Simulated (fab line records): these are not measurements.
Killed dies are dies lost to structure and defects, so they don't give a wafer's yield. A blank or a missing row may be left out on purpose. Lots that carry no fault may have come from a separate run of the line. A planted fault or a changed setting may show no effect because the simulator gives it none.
The tool behind it: which one?	flow sky130	72 wafers from 24 lots sampled at 6 of the route's 708 steps

== WHAT EACH GAUGE READ, for each wafer ==
SKY_VT_ADJUST_HVTP_OVL_MEAS_08. Usual: VT_ADJUST_HVTP_OVL typically reads -1.1 nm, with standard deviation 1.6.
lot	measured	on	VT_ADJUST_HVTP_OVL (nm)	flag
L074	day 6 02:51	overlay-02	-1.7 -2.4 -0.2	
L075	day 6 06:33	overlay-01	-1.8 -1.6 -1.3	
L076	day 6 13:16	overlay-01	-3.2 -0.4 -1.9	
L077	day 6 16:46	overlay-02	0.4 -0.1 -1.6	
L078	day 6 21:43	overlay-01	0.0 0.1 -0.4	
L079	day 8 04:14	overlay-02	-0.7 -0.5 -2.4	
L082	day 8 07:06	overlay-01	-0.7 -2.1 -2.2	
L081	day 8 07:24	overlay-02	2.2 0.9 1.0	
L080	day 8 07:41	overlay-02	-3.5 -2.2 -1.4	
L084	day 8 15:01	overlay-01	-1.5 -1.8 0.0	
L083	day 8 15:32	overlay-01	0.3 1.6 0.8	
L085	day 9 03:31	overlay-02	-0.8 -2.2 -1.0	
L086	day 9 03:44	overlay-02	-0.3 0.8 0.8	
L087	day 9 08:23	overlay-01	-3.8 -3.3 -2.9	
L088	day 10 02:34	overlay-02	-1.8 -1.4 -2.0	
L089	day 10 14:53	overlay-02	-0.6 0.0 0.3	
L092	day 11 03:50	overlay-01	-1.4 -0.7 -0.6	
L090	day 11 04:35	overlay-01	-3.6 -0.5 -3.6	
L091	day 11 04:53	overlay-01	-4.1 -2.9 -4.7	
L093	day 11 17:15	overlay-02	2.4 -0.3 0.7	
L094	day 12 00:10	overlay-01	-2.2 -1.8 -1.5	
L095	day 12 03:05	overlay-01	-0.1 -0.6 1.0	
L096	day 12 03:47	overlay-01	-3.7 -0.2 -3.1	
L097	day 12 07:50	overlay-02	-0.9 -0.7 -2.0	

SKY_VIA1_RS_MEAS_22: uses a four-point probe to measure. Usual: VIA1_W_RS typically reads 0.428 ohm/sq, with standard deviation 0.0048.
lot	measured	on	VIA1_W_RS (ohm/sq)	flag
L074	day 33 15:39	film_metro-02	0.428 0.427 0.432	
L075	day 34 03:32	film_metro-02	0.433 0.433 0.432	
L076	day 34 09:32	film_metro-03	0.436 0.434 0.430	
L077	day 34 16:01	film_metro-02	0.426 0.430 0.434	
L078	day 34 22:22	film_metro-02	0.426 0.431 0.433	
L079	day 36 18:10	film_metro-03	0.422 0.431 0.424	
L082	day 36 22:19	film_metro-02	0.430 0.433 0.432	
L081	day 36 19:55	film_metro-02	0.422 0.430 0.427	
L080	day 36 18:49	film_metro-03	0.426 0.427 0.423	
L084	day 37 00:28	film_metro-03	0.427 0.432 0.435	
L083	day 37 05:40	film_metro-02	0.429 0.427 0.425	
L085	day 38 00:19	film_metro-02	0.434 0.428 0.430	
L086	day 37 17:37	film_metro-02	0.435 0.434 0.434	
L087	day 38 02:19	film_metro-02	0.428 0.421 0.427	
L088	day 38 18:44	film_metro-02	0.418 0.421 0.420	
L089	day 39 16:37	film_metro-03	0.419 0.429 0.421	
L092	day 40 04:07	film_metro-04	0.420 0.419 0.422	
L090	day 40 05:06	film_metro-02	0.431 0.423 0.432	
L091	day 40 04:44	film_metro-04	0.428 0.427 0.428	
L093	day 40 16:22	film_metro-04	0.425 0.429 0.427	
L094	day 40 19:41	film_metro-03	0.424 0.433 0.428	
L095	day 41 04:34	film_metro-04	0.439 0.430 0.428	
L096	day 41 05:01	film_metro-02	0.421 0.425 0.425	
L097	day 42 00:12	film_metro-03	0.424 0.423 0.426	

SKY_VIA2_RS_MEAS_22: uses a four-point probe to measure. Usual: VIA2_W_RS typically reads 0.273 ohm/sq, with standard deviation 0.0033.
lot	measured	on	VIA2_W_RS (ohm/sq)	flag
L074	day 35 23:47	film_metro-01	0.267 0.272 0.267	
L075	day 36 09:51	film_metro-03	0.271 0.273 0.270	
L076	day 36 16:03	film_metro-04	0.269 0.275 0.272	
L077	day 36 23:00	film_metro-04	0.274 0.274 0.272	
L078	day 37 06:04	film_metro-01	0.273 0.271 0.274	
L079	day 39 00:25	film_metro-03	0.270 0.271 0.271	
L082	day 39 04:27	film_metro-03	0.273 0.279 0.274	
L081	day 39 01:46	film_metro-01	0.273 0.275 0.272	
L080	day 39 01:15	film_metro-04	0.275 0.271 0.277	
L084	day 39 06:15	film_metro-01	0.272 0.270 0.275	
L083	day 39 11:23	film_metro-01	0.272 0.273 0.275	
L085	day 40 05:43	film_metro-03	0.277 0.275 0.273	
L086	day 39 23:10	film_metro-03	0.273 0.270 0.271	
L087	day 40 06:22	film_metro-03	0.274 0.273 0.278	
L088	day 41 00:04	film_metro-03	0.273 0.271 0.274	
L089	day 41 18:38	film_metro-04	0.276 0.273 0.273	
L092	day 42 06:59	film_metro-03	0.268 0.272 0.272	
L090	day 42 08:19	film_metro-01	0.271 0.270 0.272	
L091	day 42 07:42	film_metro-03	0.267 0.272 0.266	
L093	day 42 16:14	film_metro-03	0.274 0.273 0.278	
L094	day 42 20:37	film_metro-04	0.274 0.274 0.273	
L095	day 43 07:29	film_metro-03	0.281 0.279 0.288	
L096	day 43 07:46	film_metro-01	0.272 0.272 0.270	
L097	day 44 00:49	film_metro-04	0.273 0.279 0.274	

SKY_CAPM_THK_MEAS_01. Usual: CAPM_CVD_00_THK typically reads 15.50 nm, with standard deviation 0.21.
lot	measured	on	CAPM_CVD_00_THK (nm)	flag
L074	day 36 00:26	film_metro-01	15.24 15.35 15.66	
L075	day 36 10:29	film_metro-02	15.69 15.99 15.60	
L076	day 36 16:43	film_metro-01	15.44 15.49 15.65	
L077	day 36 23:40	film_metro-01	15.31 15.44 15.38	
L078	day 37 06:43	film_metro-02	15.66 15.60 15.37	
L079	day 39 01:13	film_metro-03	15.19 15.71 15.54	
L082	day 39 05:06	film_metro-01	15.20 15.58 15.64	
L081	day 39 02:25	film_metro-01	15.56 15.48 15.63	
L080	day 39 01:55	film_metro-03	15.65 15.30 15.76	
L084	day 39 06:55	film_metro-03	15.54 15.48 15.49	
L083	day 39 12:02	film_metro-02	15.87 15.62 15.80	
L085	day 40 06:20	film_metro-02	15.55 15.67 15.51	
L086	day 39 23:49	film_metro-03	15.41 15.49 15.84	
L087	day 40 07:00	film_metro-03	15.64 15.93 16.00	
L088	day 41 00:44	film_metro-01	15.04 15.33 15.52	
L089	day 41 19:17	film_metro-02	15.41 15.65 15.77	
L092	day 42 09:53	film_metro-03	15.37 15.65 15.54	
L090	day 42 11:03	film_metro-01	15.53 15.80 15.76	
L091	day 42 10:28	film_metro-01	15.15 15.13 15.43	
L093	day 42 16:53	film_metro-01	15.25 15.37 15.47	
L094	day 42 21:17	film_metro-02	14.99 15.42 15.37	
L095	day 43 08:08	film_metro-03	15.60 15.88 15.72	
L096	day 43 08:26	film_metro-02	15.60 15.27 15.51	
L097	day 44 01:28	film_metro-02	15.19 15.30 15.40	

SKY_PAD_OPEN_BOW_MEAS_13. Usual: PAD_OPEN_BOW typically reads 48 um, with standard deviation 8.2.
lot	measured	on	PAD_OPEN_BOW (um)	flag
L074	day 45 10:01	film_metro-01	41 35 39	
L075	day 45 13:48	film_metro-01	32 52 43	
L076	day 46 01:03	film_metro-02	56 51 49	
L077	day 46 07:26	film_metro-02	54 50 55	
L078	day 46 09:17	film_metro-01	53 44 43	
L079	day 47 21:40	film_metro-01	40 59 61	
L082	day 48 02:06	film_metro-02	56 45 58	
L081	day 47 23:37	film_metro-02	42 51 59	
L080	day 48 00:59	film_metro-04	44 33 36	
L084	day 48 02:29	film_metro-01	43 57 54	
L083	day 48 03:58	film_metro-02	47 62 56	
L085	day 48 21:04	film_metro-04	47 40 42	
L086	day 48 14:07	film_metro-01	56 67 62	
L087	day 48 22:32	film_metro-04	46 42 49	
L088	day 49 10:02	film_metro-02	46 45 50	
L089	day 49 20:04	film_metro-04	41 38 48	
L092	day 50 09:10	film_metro-04	46 40 37	
L090	day 50 11:15	film_metro-04	60 50 64	
L091	day 50 10:36	film_metro-01	37 50 41	
L093	day 50 15:14	film_metro-04	48 44 48	
L094	day 50 16:18	film_metro-04	45 46 32	
L095	day 51 01:15	film_metro-04	51 52 52	
L096	day 51 03:03	film_metro-02	44 36 45	
L097	day 51 10:40	film_metro-01	50 37 41	

== WHICH TOOL RAN EACH LOT (tool, then ch and the chambers of the sampled wafers, then the start) ==
lot	SKY_CAPM_SPUTTER_02
L074	pvd_sputter-02, day 36 00:29
L075	pvd_sputter-01, day 36 10:32
L076	pvd_sputter-02, day 36 16:46
L077	pvd_sputter-02, day 36 23:43
L078	pvd_sputter-01, day 37 06:47
L079	pvd_sputter-01, day 39 01:16
L082	pvd_sputter-01, day 39 05:09
L081	pvd_sputter-03, day 39 02:29
L080	pvd_sputter-02, day 39 01:58
L084	pvd_sputter-02, day 39 06:58
L083	pvd_sputter-02, day 39 12:06
L085	pvd_sputter-01, day 40 06:22
L086	pvd_sputter-01, day 39 23:53
L087	pvd_sputter-02, day 40 07:03
L088	pvd_sputter-02, day 41 00:47
L089	pvd_sputter-01, day 41 19:20
L092	pvd_sputter-02, day 42 09:56
L090	pvd_sputter-02, day 42 11:07
L091	pvd_sputter-01, day 42 10:32
L093	pvd_sputter-03, day 42 16:56
L094	pvd_sputter-02, day 42 21:20
L095	pvd_sputter-03, day 43 08:10
L096	pvd_sputter-02, day 43 08:29
L097	pvd_sputter-02, day 44 01:31
- SKY_CAPM_SPUTTER_02: material TiN, target thk 200 nm, time 166.7 s.

== AS READ BY THE TOOLS THEMSELVES (means over the sampled wafers that have a number; for cases with no such wafer, the mark the record gives instead) ==
SKY_CAPM_SPUTTER_02. Usual: chamber_pressure_pa 0.4000 Pa, standard deviation 0.00077; throttle_valve_pct 29.6 %, standard deviation 0.69.
lot	tool	chamber_pressure_pa (Pa)	throttle_valve_pct (%)	flag
L074	pvd_sputter-02	0.4003	29.5	
L075	pvd_sputter-01	0.3998	30.2	
L076	pvd_sputter-02	0.3995	29.9	
L077	pvd_sputter-02	0.4006	29.7	
L078	pvd_sputter-01	0.3997	30.0	
L079	pvd_sputter-01	0.4006	30.1	
L082	pvd_sputter-01	0.3999	30.4	
L081	pvd_sputter-03	0.3998	30.5	
L080	pvd_sputter-02	0.4002	29.6	
L084	pvd_sputter-02	0.3992	29.3	
L083	pvd_sputter-02	0.3994	29.7	
L085	pvd_sputter-01	0.4006	29.7	
L086	pvd_sputter-01	0.4009	29.9	
L087	pvd_sputter-02	0.4001	29.5	
L088	pvd_sputter-02	0.4001	29.2	
L089	pvd_sputter-01	0.4005	30.2	
L092	pvd_sputter-02	0.3999	29.1	
L090	pvd_sputter-02	0.3997	29.6	
L091	pvd_sputter-01	0.4005	30.1	
L093	pvd_sputter-03	0.4006	29.2	
L094	pvd_sputter-02	0.3995	29.7	
L095	pvd_sputter-03	0.4004	29.8	
L096	pvd_sputter-02	0.4008	29.6	
L097	pvd_sputter-02	0.3993	29.6	

== THE ANSWER, worked out from the rows above alone ==
Rule: a lot counts as off when the mean over its wafers that have a number is more than 3 standard deviations away from the usual mean. Also off: a lot with no number at a reading for which 4 or more lots have one. Any other lot the step has rows for is counted as sound. The gauges are gone through in route order, then the tools' own readings, and for those a lot's mean is taken as printed above. At the first step where some lot is off, the reading lying furthest off is the one used; lots without a number count as furthest.
Across all readings shown, no lot is off: no conclusion can be drawn from this.

== WHAT THE SIMULATOR PUT IN ==
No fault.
